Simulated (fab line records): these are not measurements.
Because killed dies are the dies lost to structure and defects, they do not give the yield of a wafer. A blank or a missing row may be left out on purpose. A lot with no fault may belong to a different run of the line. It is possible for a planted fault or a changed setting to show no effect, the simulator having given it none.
Which tool was responsible? + flow gf180mcu + 12 lots, 36 wafers sampled, at 5 steps of a route of 602

WHAT THE GAUGES READ, wafer by wafer
GF_V2_RS_MEAS_24: measures by four-point-probe. Usual: for V2_W_RS the level is 0.328 ohm/sq and the standard deviation is 0.0045.
| lot  | measured     | on            | V2_W_RS (ohm/sq)  | flag |
|------|--------------|---------------|-------------------|------|
| L236 | day 20 07:01 | film_metro-02 | 0.335 0.329 0.334 |      |
| L238 | day 21 00:35 | film_metro-02 | 0.323 0.334 0.321 |      |
| L239 | day 21 15:03 | film_metro-01 | 0.323 0.323 0.336 |      |
| L240 | day 22 00:44 | film_metro-02 | 0.320 0.335 0.333 |      |
| L244 | day 23 09:02 | film_metro-03 | 0.322 0.333 0.334 |      |
| L250 | day 25 21:56 | film_metro-03 | 0.332 0.334 0.325 |      |
| L249 | day 25 22:58 | film_metro-01 | 0.323 0.331 0.334 |      |
| L251 | day 26 05:29 | film_metro-02 | 0.322 0.323 0.331 |      |
| L252 | day 26 11:37 | film_metro-02 | 0.382 0.386 0.391 | OFF  |
| L254 | day 27 00:53 | film_metro-02 | 0.324 0.323 0.324 |      |
| L253 | day 27 01:59 | film_metro-01 | 0.390 0.389 0.385 | OFF  |
| L255 | day 27 11:35 | film_metro-01 | 0.387 0.395 0.379 | OFF  |

GF_V2_THK_MEAS_25: measures by xrf. Usual: for V2_W_THK the level is 347 nm and the standard deviation is 5.3.
| lot  | measured     | on            | V2_W_THK (nm) | flag |
|------|--------------|---------------|---------------|------|
| L236 | day 20 07:07 | film_metro-02 | 336 345 339   |      |
| L238 | day 21 00:43 | film_metro-02 | 356 343 359   |      |
| L239 | day 21 15:10 | film_metro-01 | 353 351 340   |      |
| L240 | day 22 00:51 | film_metro-02 | 358 343 345   |      |
| L244 | day 23 09:09 | film_metro-03 | 355 341 339   |      |
| L250 | day 25 22:02 | film_metro-03 | 342 340 349   |      |
| L249 | day 25 23:05 | film_metro-01 | 355 347 345   |      |
| L251 | day 26 05:35 | film_metro-02 | 351 354 343   |      |
| L252 | day 26 11:44 | film_metro-02 | 299 295 289   | OFF  |
| L254 | day 27 01:01 | film_metro-02 | 354 352 352   |      |
| L253 | day 27 02:05 | film_metro-01 | 290 292 295   | OFF  |
| L255 | day 27 11:41 | film_metro-01 | 292 288 299   | OFF  |

TOOL THAT RAN EACH LOT (tool first, then ch and the chambers of the sampled wafers, then the start)
| lot  | GF_V1_CMP_04                  | GF_M2_SPUTTER_00             | GF_V2_CVD_23                  |
|------|-------------------------------|------------------------------|-------------------------------|
| L236 | cmp-02 ch 1,2,3, day 17 03:44 | pvd_sputter-02, day 18 03:54 | cvd_w-01 ch 0,1, day 20 06:53 |
| L238 | cmp-01 ch 1,2, day 17 20:37   | pvd_sputter-02, day 18 22:12 | cvd_w-02 ch 0,1, day 21 00:29 |
| L239 | cmp-02 ch 0,1, day 18 09:38   | pvd_sputter-01, day 19 11:45 | cvd_w-02 ch 0,1, day 21 14:55 |
| L240 | cmp-02 ch 0,1,3, day 18 19:20 | pvd_sputter-03, day 19 21:39 | cvd_w-02 ch 0,1, day 22 00:37 |
| L244 | cmp-02 ch 0,3, day 20 05:08   | pvd_sputter-03, day 21 07:00 | cvd_w-02 ch 0,1, day 23 08:55 |
| L250 | cmp-02 ch 0,1, day 22 21:43   | pvd_sputter-02, day 23 22:52 | cvd_w-02 ch 0,1, day 25 21:48 |
| L249 | cmp-01 ch 1,2,3, day 23 00:10 | pvd_sputter-02, day 24 00:53 | cvd_w-01 ch 0,1, day 25 22:51 |
| L251 | cmp-02 ch 0,1,2, day 23 06:37 | pvd_sputter-03, day 24 07:25 | cvd_w-01 ch 0,1, day 26 05:21 |
| L252 | cmp-01 ch 0,3, day 23 13:56   | pvd_sputter-02, day 24 13:38 | cvd_w-02 ch 0,1, day 26 11:29 |
| L254 | cmp-02 ch 0,1,3, day 24 03:29 | pvd_sputter-02, day 25 03:15 | cvd_w-01 ch 0, day 27 00:40   |
| L253 | cmp-02 ch 0,3, day 24 04:19   | pvd_sputter-01, day 25 04:37 | cvd_w-02 ch 0,1, day 27 01:51 |
| L255 | cmp-01 ch 0,2,3, day 24 14:44 | pvd_sputter-02, day 25 13:56 | cvd_w-02 ch 0,1, day 27 11:28 |
- GF_V1_CMP_04: polishes SiO2.
- GF_M2_SPUTTER_00: material Ti, target thk 37.5 nm, time 150 s.
- GF_V2_CVD_23: deposits W, target thk 350 nm, time 104.94 s.

WHAT THE TOOLS THEMSELVES READ (means of the sampled wafers that have a number; where no wafer has one, the mark that the record gives instead)
GF_V1_CMP_04. Usual: motor_current_A 12.3 A, standard deviation 1.1; time_to_endpoint_s 80 s, standard deviation 7.1.
| lot  | tool   | motor_current_A (A) | time_to_endpoint_s (s) | flag |
|------|--------|---------------------|------------------------|------|
| L236 | cmp-02 | 12.8                | 88                     |      |
| L238 | cmp-01 | 11.7                | 85                     |      |
| L239 | cmp-02 | 14.0                | 74                     |      |
| L240 | cmp-02 | 12.6                | 72                     |      |
| L244 | cmp-02 | 11.4                | 71                     |      |
| L250 | cmp-02 | 13.0                | 73                     |      |
| L249 | cmp-01 | 12.2                | 79                     |      |
| L251 | cmp-02 | 13.2                | 82                     |      |
| L252 | cmp-01 | 12.3                | 81                     |      |
| L254 | cmp-02 | 12.7                | 83                     |      |
| L253 | cmp-02 | 11.8                | 77                     |      |
| L255 | cmp-01 | 11.6                | 84                     |      |

GF_M2_SPUTTER_00. Usual: substrate_temp_c 200.01 C, standard deviation 0.17; throttle_valve_pct 30.5 %, standard deviation 0.84.
| lot  | tool           | substrate_temp_c (C) | throttle_valve_pct (%) | flag |
|------|----------------|----------------------|------------------------|------|
| L236 | pvd_sputter-02 | 199.92               | 31.0                   |      |
| L238 | pvd_sputter-02 | 199.96               | 30.6                   |      |
| L239 | pvd_sputter-01 | 200.03               | 29.8                   |      |
| L240 | pvd_sputter-03 | 199.94               | 30.7                   |      |
| L244 | pvd_sputter-03 | 199.92               | 31.4                   |      |
| L250 | pvd_sputter-02 | 199.89               | 30.7                   |      |
| L249 | pvd_sputter-02 | 200.12               | 30.8                   |      |
| L251 | pvd_sputter-03 | 200.02               | 30.2                   |      |
| L252 | pvd_sputter-02 | 200.02               | 30.8                   |      |
| L254 | pvd_sputter-02 | 199.90               | 30.7                   |      |
| L253 | pvd_sputter-01 | 200.08               | 29.4                   |      |
| L255 | pvd_sputter-02 | 200.09               | 30.6                   |      |

GF_V2_CVD_23. Usual: heater_power_w 881 W, standard deviation 110; susceptor_temp_C 400.02 C, standard deviation 0.21.
| lot  | tool     | heater_power_w (W) | susceptor_temp_C (C) | flag |
|------|----------|--------------------|----------------------|------|
| L236 | cvd_w-01 | 838                | 400.06               |      |
| L238 | cvd_w-02 | 913                | 399.86               |      |
| L239 | cvd_w-02 | 924                | 400.07               |      |
| L240 | cvd_w-02 | 852                | 399.88               |      |
| L244 | cvd_w-02 | 858                | 400.08               |      |
| L250 | cvd_w-02 | 861                | 399.83               |      |
| L249 | cvd_w-01 | 840                | 399.93               |      |
| L251 | cvd_w-01 | 912                | 400.27               |      |
| L252 | cvd_w-02 | 919                | 400.02               |      |
| L254 | cvd_w-01 | 969                | 400.16               |      |
| L253 | cvd_w-02 | 851                | 400.20               |      |
| L255 | cvd_w-02 | 857                | 399.98               |      |

THE ANSWER, worked out from the rows above alone
Rule: a lot is off if the mean of its wafers that have a number lies more than 3 standard deviations from the usual mean. A lot without any number at a reading at which 4 lots or more have one is off too. Any other lot the step has rows for is counted as sound. After the gauges, taken in route order, come the tools' own readings; for these a lot's mean is taken, as printed above. At the first step where some lot is off, the reading lying furthest off is the one used; lots without a number count as furthest.
Off: L252, L253, L255, at GF_V2_RS_MEAS_24 (V2_W_RS).
If a tool, at a process step before that reading, ran all the lots that are off and no sound lot after the first of them, it fits. Gauges at GF_V2_RS_MEAS_24: tried the same way as those tools. One candidate fits, namely cvd_w-02 at GF_V2_CVD_23. A fault onset in the window from L250 (day 25 21:48, its last sound lot) to L252 (day 26 11:29, its first lot off) fits.

WHAT THE SIMULATOR PUT IN
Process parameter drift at GF_V2_CVD_23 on cvd_w-02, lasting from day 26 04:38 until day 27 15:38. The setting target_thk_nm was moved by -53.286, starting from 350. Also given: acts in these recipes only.
Shown lots that were struck: L252, L253, L255. The rule above reached the same finding.
